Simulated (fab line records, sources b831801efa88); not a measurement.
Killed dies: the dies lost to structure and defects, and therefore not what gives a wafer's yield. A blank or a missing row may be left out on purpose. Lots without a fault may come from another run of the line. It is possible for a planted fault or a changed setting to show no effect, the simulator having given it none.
Which tool was responsible? || flow sky130 || 12 lots with 36 wafers sampled at 5 steps, on a route of 708 steps

== WHAT THE GAUGES READ, wafer by wafer ==
SKY_METAL3_OVL_MEAS_14.
{"lot": "L075", "measured": "day 38 22:06", "on": "overlay-01", "METAL3_OVL (nm)": "-6 7 0"}
{"lot": "L077", "measured": "day 39 11:14", "on": "overlay-01", "METAL3_OVL (nm)": "-13 -9 -14"}
{"lot": "L080", "measured": "day 40 13:01", "on": "overlay-02", "METAL3_OVL (nm)": "6 13 6"}
{"lot": "L081", "measured": "day 41 01:20", "on": "overlay-02", "METAL3_OVL (nm)": "4 -1 1"}
{"lot": "L083", "measured": "day 41 19:45", "on": "overlay-02", "METAL3_OVL (nm)": "15 2 1"}
{"lot": "L084", "measured": "day 41 23:59", "on": "overlay-01", "METAL3_OVL (nm)": "6 7 6"}
{"lot": "L087", "measured": "day 42 21:26", "on": "overlay-02", "METAL3_OVL (nm)": "-2 -3 -13"}
{"lot": "L089", "measured": "day 43 06:14", "on": "overlay-02", "METAL3_OVL (nm)": "-1 2 4"}
{"lot": "L091", "measured": "day 43 14:40", "on": "overlay-02", "METAL3_OVL (nm)": "-5 -1 -1"}
{"lot": "L093", "measured": "day 44 07:02", "on": "overlay-01", "METAL3_OVL (nm)": "11 10 13"}
{"lot": "L095", "measured": "day 44 21:01", "on": "overlay-02", "METAL3_OVL (nm)": "0 0 3"}
{"lot": "L096", "measured": "day 45 01:16", "on": "overlay-02", "METAL3_OVL (nm)": "-3 5 0"}

== EACH LOT AND THE TOOL THAT RAN IT (in order: tool; ch and the chambers of the sampled wafers; start) ==
{"lot": "L075", "SKY_CONTACT_SPUTTER_23": "pvd-sputter-03, day 32 01:08", "SKY_METAL2_SPUTTER_01": "pvd-sputter-03, day 34 10:32", "SKY_METAL2_STRIP_20": "plasma-asher-02 ch 0,1, day 35 13:01", "SKY_CAPM_SPUTTER_02": "pvd-sputter-03, day 36 18:04"}
{"lot": "L077", "SKY_CONTACT_SPUTTER_23": "pvd-sputter-02, day 32 14:56", "SKY_METAL2_SPUTTER_01": "pvd-sputter-04, day 35 00:22", "SKY_METAL2_STRIP_20": "plasma-asher-01 ch 0,1, day 36 03:01", "SKY_CAPM_SPUTTER_02": "pvd-sputter-03, day 37 07:40"}
{"lot": "L080", "SKY_CONTACT_SPUTTER_23": "pvd-sputter-04, day 33 17:32", "SKY_METAL2_SPUTTER_01": "pvd-sputter-01, day 36 02:41", "SKY_METAL2_STRIP_20": "plasma-asher-01 ch 0, day 37 05:31", "SKY_CAPM_SPUTTER_02": "pvd-sputter-03, day 38 10:08"}
{"lot": "L081", "SKY_CONTACT_SPUTTER_23": "pvd-sputter-04, day 34 07:52", "SKY_METAL2_SPUTTER_01": "pvd-sputter-01, day 36 16:33", "SKY_METAL2_STRIP_20": "plasma-asher-03 ch 0,1, day 37 18:26", "SKY_CAPM_SPUTTER_02": "pvd-sputter-01, day 38 22:56"}
{"lot": "L083", "SKY_CONTACT_SPUTTER_23": "pvd-sputter-03, day 35 03:56", "SKY_METAL2_SPUTTER_01": "pvd-sputter-01, day 37 11:44", "SKY_METAL2_STRIP_20": "plasma-asher-03 ch 0,1, day 38 13:33", "SKY_CAPM_SPUTTER_02": "pvd-sputter-03, day 39 17:49"}
{"lot": "L084", "SKY_CONTACT_SPUTTER_23": "pvd-sputter-04, day 35 07:59", "SKY_METAL2_SPUTTER_01": "pvd-sputter-03, day 37 15:47", "SKY_METAL2_STRIP_20": "plasma-asher-03 ch 0,1, day 38 17:58", "SKY_CAPM_SPUTTER_02": "pvd-sputter-02, day 39 22:07"}
{"lot": "L087", "SKY_CONTACT_SPUTTER_23": "pvd-sputter-03, day 36 08:13", "SKY_METAL2_SPUTTER_01": "pvd-sputter-04, day 38 15:46", "SKY_METAL2_STRIP_20": "plasma-asher-02 ch 0,1, day 39 17:26", "SKY_CAPM_SPUTTER_02": "pvd-sputter-02, day 40 21:42"}
{"lot": "L089", "SKY_CONTACT_SPUTTER_23": "pvd-sputter-03, day 36 18:10", "SKY_METAL2_SPUTTER_01": "pvd-sputter-04, day 39 01:04", "SKY_METAL2_STRIP_20": "plasma-asher-03 ch 0,1, day 40 02:25", "SKY_CAPM_SPUTTER_02": "pvd-sputter-03, day 41 05:46"}
{"lot": "L091", "SKY_CONTACT_SPUTTER_23": "pvd-sputter-03, day 37 05:43", "SKY_METAL2_SPUTTER_01": "pvd-sputter-01, day 39 11:44", "SKY_METAL2_STRIP_20": "plasma-asher-02 ch 0,1, day 40 12:51", "SKY_CAPM_SPUTTER_02": "pvd-sputter-01, day 41 15:18"}
{"lot": "L093", "SKY_CONTACT_SPUTTER_23": "pvd-sputter-02, day 37 23:04", "SKY_METAL2_SPUTTER_01": "pvd-sputter-04, day 40 05:14", "SKY_METAL2_STRIP_20": "plasma-asher-01 ch 0,1, day 41 06:17", "SKY_CAPM_SPUTTER_02": "pvd-sputter-03, day 42 08:58"}
{"lot": "L095", "SKY_CONTACT_SPUTTER_23": "pvd-sputter-04, day 38 14:05", "SKY_METAL2_SPUTTER_01": "pvd-sputter-01, day 40 20:32", "SKY_METAL2_STRIP_20": "plasma-asher-02 ch 0,1, day 41 20:56", "SKY_CAPM_SPUTTER_02": "pvd-sputter-02, day 42 23:37"}
{"lot": "L096", "SKY_CONTACT_SPUTTER_23": "pvd-sputter-04, day 38 21:02", "SKY_METAL2_SPUTTER_01": "pvd-sputter-03, day 41 02:02", "SKY_METAL2_STRIP_20": "plasma-asher-03 ch 0,1, day 42 02:03", "SKY_CAPM_SPUTTER_02": "pvd-sputter-03, day 43 03:41"}
- SKY_CONTACT_SPUTTER_23: material TiN, target thk 20 nm, time 80 s.
- SKY_METAL2_SPUTTER_01: material TiN, target thk 20 nm, time 16.7 s.
- SKY_METAL2_STRIP_20: strips in O2/N2.
- SKY_CAPM_SPUTTER_02: material TiN, target thk 200 nm, time 166.7 s.

== THE ANSWER, worked out from the rows above alone ==
Rule: what is usual is taken from the lots themselves. The widest of any qualifying gaps counts: lots, ordered by their means at a reading, are off when they make up no more than a third of the lots, leave a main group of 4 or more, and stand apart from it by 3 or more times the standard deviation of that group's means. If all means in a main group match to the digits the tables above print for the reading, that group is not used. A lot without any number at a reading at which 4 lots or more have one is off too. Any other lot the step has rows for is counted as sound.
No lot is off on any of the readings shown, so nothing can be concluded from this.

== WHAT THE SIMULATOR HAD INSERTED ==
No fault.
